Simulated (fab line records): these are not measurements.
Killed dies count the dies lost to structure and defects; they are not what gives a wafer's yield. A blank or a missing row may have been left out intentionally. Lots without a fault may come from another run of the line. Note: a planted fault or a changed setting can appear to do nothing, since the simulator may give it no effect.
Struck lot and sound lot, side by side	flow sky130	17 out of 708 route steps
Sound: these wafers, L600.1, L600.4, L600.6. Wafers L590.2, L590.4, L590.6 were the ones struck. At the end, the cause is stated.
Per side, at each step with rows, come the tool, then ch with its chambers, and then its first start. Under that, the readings that differ: sound wafers	struck wafers	difference of the means	sigmas: that difference in standard deviations of wafers without a fault.
alike: a reading whose means differ by less than 2 such deviations, as well as words and numbers matching on both sides. not compared: withheld readings; readings where some wafer has no value; bounds like >300 that might hide an equal value; numbers whose values overlap and for which the record gives no deviation.
A row with sigmas, a row that says differs or no value, or rows on one side alone: a step with any of these is where the two part. When numbers do not overlap yet have no deviation, they are printed without sigmas and do not part them. A reading missing from all wafers of one side parts the sides only when that side holds two or more wafers.

SKY_LDD_P_OVL_MEAS_08:
  sound on overlay-01, day 26 01:35; struck on overlay-02, day 22 13:38
  alike: LDD_P_OVL
next, for these wafers, 1 step has no rows: SKY_LDD_P_IMPLANT_09.
SKY_LDD_P_STRIP_10: strips in O2/N2.
  sound on plasma_asher-02 ch 0,1, day 26 01:46; struck on plasma_asher-03 ch 0,1, day 22 13:49
  alike: drypump_motor_current_A, o2_flow_sccm, oes_product_au, strip_time_to_endpoint_s
  not compared: rf_hours_counter_h
SKY_LDD_P_TW_MEAS_11:
  sound on film_metro-02, day 26 01:52; struck on film_metro-02, day 22 13:56
  alike: LDD_P_TW
then, 7 steps without rows for these wafers: SKY_LDD_HVN_DEHYDRATE_00 (time 60 s); SKY_LDD_HVN_HMDS_01 (prime time 60 s); SKY_LDD_HVN_COAT_02 (resist thk 300 nm); SKY_LDD_HVN_SOFTBAKE_03 (time 60 s); SKY_LDD_HVN_EXPOSE_04 (exposes mask HVNTM, target cd 700 nm); SKY_LDD_HVN_PEB_05; SKY_LDD_HVN_DEVELOP_06 (develop time 60 s).
SKY_LDD_HVN_OVL_MEAS_07:
  sound on overlay-01, day 27 06:58; struck on overlay-02, day 23 20:03
  alike: LDD_HVN_OVL
SKY_LDD_HVN_IMPLANT_08:
  sound on implanter-02 ch 0, day 27 07:00; struck on implanter-02 ch 0, day 23 20:06
reading	sound	struck	difference	sigmas
beam_energy_keV	60.020 60.026 60.031	46.317 46.316 46.345	-13.700	-99 or more
model.implant.rp_nm (nm)	56.85 56.85 56.85	43.05 43.05 43.05	-13.80	
model.implant.drp_nm (nm)	28.15 28.15 28.15	22.61 22.61 22.61	-5.54	
SKY_LDD_HVN_STRIP_09: strips in O2/N2.
  sound on plasma_asher-01 ch 0,1, day 27 07:09; struck on plasma_asher-02 ch 1, day 23 20:14
  alike: drypump_motor_current_A, o2_flow_sccm, oes_product_au, strip_time_to_endpoint_s
  not compared: rf_hours_counter_h
SKY_LDD_HVN_TW_MEAS_10:
  sound on film_metro-03, day 27 07:15; struck on film_metro-03, day 23 20:20
reading	sound	struck	difference	sigmas
LDD_HVN_TW	1446 1444 1450	1346 1342 1343	-103	-7
then, 1 step without rows for these wafers: SKY_LDD_HVP_DEHYDRATE_00 (time 60 s).
-- a jump in the record: the struck wafers' starts before and after are 24 days apart (it breaks off in module LDD_HVP and resumes in module PAD_OPEN, where the first step shown is number 708 of the route) --
SKY_PAD_OPEN_PROBE_99:
  sound on prober-02, day 50 05:33; struck on prober-02, day 48 05:32
reading	sound	struck	difference	sigmas
model.etest.tip_n_5v.rs_ohm_sq	1383 1385 1389	1567 1573 1578	+187	
model.etest.nfet_g5v0d10v5.r_on_ohm_um	1888 1873 1910	1947 1953 1955	+61	
model.etest.nfet_g5v0d10v5.drive_ua_um	604.4 602.2 598.3	587.2 585.8 579.2	-17.6	
model.etest.nfet_g5v0d10v5.vt_sat_v (V)	0.7711 0.774 0.7754	0.7942 0.7874 0.797	+0.0194	
model.etest.nfet_g5v0d10v5.vt_v (V)	0.8283 0.8337 0.8323	0.8391 0.8343 0.8414	+0.0068	
  alike: killed_at_M0_to_M3, killed_at_M4_up, killed_at_contacts, killed_at_front_end, killed_at_other, killed_dies, killed_open, killed_short

## WHERE THEY PART
Earliest at SKY_LDD_HVN_IMPLANT_08; latest, in this record, at SKY_LDD_HVN_TW_MEAS_10. Later steps at which nothing parts them and some readings are alike: SKY_PAD_OPEN_PROBE_99.

WHY: the cause the simulator had injected
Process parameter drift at SKY_LDD_HVN_IMPLANT_08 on implanter-02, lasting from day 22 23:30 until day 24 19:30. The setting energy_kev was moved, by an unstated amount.
